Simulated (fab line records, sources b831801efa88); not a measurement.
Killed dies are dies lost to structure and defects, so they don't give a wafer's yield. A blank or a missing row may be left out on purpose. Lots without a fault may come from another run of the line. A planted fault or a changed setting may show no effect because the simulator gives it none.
Which tool did it? | flow gf180mcu | 12 lots, 36 wafers sampled, at 2 steps of a route of 602

WHAT THE GAUGES READ, wafer by wafer
GF_CONTACT_THK_MEAS_01. Usual: CONTACT_CVD_00_THK 301.1 nm, standard deviation 2.7.
lot  | measured     | on            | CONTACT_CVD_00_THK (nm) | flag
L836 | day 15 07:14 | film_metro-03 | 299.1 300.2 299.4       |
L838 | day 16 00:54 | film_metro-01 | 300.3 301.2 303.3       |
L841 | day 16 18:49 | film_metro-03 | 297.7 299.3 296.9       |
L842 | day 17 03:39 | film_metro-01 | 302.1 302.3 298.4       |
L844 | day 17 20:38 | film_metro-01 | 301.4 305.2 304.3       |
L850 | day 20 00:22 | film_metro-03 | 301.2 362.8 361.8       | OFF
L851 | day 20 07:53 | film_metro-01 | 299.9 304.8 368.6       | OFF
L852 | day 20 14:09 | film_metro-04 | 364.4 364.2 305.2       | OFF
L856 | day 22 14:31 | film_metro-03 | 294.0 298.6 294.6       |
L858 | day 23 01:42 | film_metro-03 | 300.1 299.4 299.9       |
L857 | day 23 04:23 | film_metro-04 | 304.6 305.0 302.6       |
L859 | day 23 11:27 | film_metro-03 | 301.8 299.7 299.7       |

WHICH TOOL RAN EACH LOT (tool, then ch and the chambers of the sampled wafers, then the start)
lot  | GF_CONTACT_CVD_00
L836 | hdpcvd-01 ch 0,1, day 15 07:12
L838 | hdpcvd-02 ch 1,2, day 16 00:51
L841 | hdpcvd-01 ch 0,2, day 16 18:46
L842 | hdpcvd-01 ch 0,1, day 17 03:37
L844 | hdpcvd-02 ch 0,1, day 17 20:34
L850 | hdpcvd-02 ch 1,2, day 20 00:19
L851 | hdpcvd-02 ch 0,1,2, day 20 07:50
L852 | hdpcvd-02 ch 1,2, day 20 14:07
L856 | hdpcvd-01 ch 0,1,2, day 22 14:28
L858 | hdpcvd-01 ch 0,1,2, day 23 01:39
L857 | hdpcvd-02 ch 1,2, day 23 04:20
L859 | hdpcvd-02 ch 0,1, day 23 11:25
- GF_CONTACT_CVD_00: deposits SiO2, target thk 300 nm, time 50 s.

WHAT THE TOOLS THEMSELVES READ (means of the sampled wafers that have a number; where no wafer has one, the mark that the record gives instead)
GF_CONTACT_CVD_00. Usual: sih4_flow_sccm 60.00 sccm, standard deviation 0.18; susceptor_temp_C 399.98 C, standard deviation 0.23.
lot  | tool      | sih4_flow_sccm (sccm) | susceptor_temp_C (C) | flag
L836 | hdpcvd-01 | 59.74                 | 400.07               |
L838 | hdpcvd-02 | 59.89                 | 399.85               |
L841 | hdpcvd-01 | 59.84                 | 399.99               |
L842 | hdpcvd-01 | 59.90                 | 399.76               |
L844 | hdpcvd-02 | 60.14                 | 399.79               |
L850 | hdpcvd-02 | 67.91                 | 400.02               | OFF
L851 | hdpcvd-02 | 63.98                 | 399.89               | OFF
L852 | hdpcvd-02 | 67.98                 | 399.96               | OFF
L856 | hdpcvd-01 | 60.12                 | 399.93               |
L858 | hdpcvd-01 | 60.08                 | 399.81               |
L857 | hdpcvd-02 | 59.97                 | 400.18               |
L859 | hdpcvd-02 | 60.03                 | 399.88               |

THE ANSWER, worked out from the rows above alone
Rule: a lot is off if the mean of its wafers that have a number lies more than 3 standard deviations from the usual mean. A lot without any number at a reading at which 4 lots or more have one is off too. The other lots that the step has rows for count as sound. The gauges are gone through in route order, then the tools' own readings, and for those a lot's mean is taken as printed above. The first step at which some lot is off is used, and at that step the reading that is off furthest; a lot without a number counts as furthest.
Off: L850, L851, L852, at GF_CONTACT_THK_MEAS_01 (CONTACT_CVD_00_THK).
A tool fits if, at a process step before that reading, it ran every lot that is off, and no sound lot after the first of them. The gauges at GF_CONTACT_THK_MEAS_01 aren't tried: what is off there is off at GF_CONTACT_CVD_00 too, on other tools, and a gauge's error can't cause that. None of those tried fits.

WHAT THE SIMULATOR HAD PUT IN
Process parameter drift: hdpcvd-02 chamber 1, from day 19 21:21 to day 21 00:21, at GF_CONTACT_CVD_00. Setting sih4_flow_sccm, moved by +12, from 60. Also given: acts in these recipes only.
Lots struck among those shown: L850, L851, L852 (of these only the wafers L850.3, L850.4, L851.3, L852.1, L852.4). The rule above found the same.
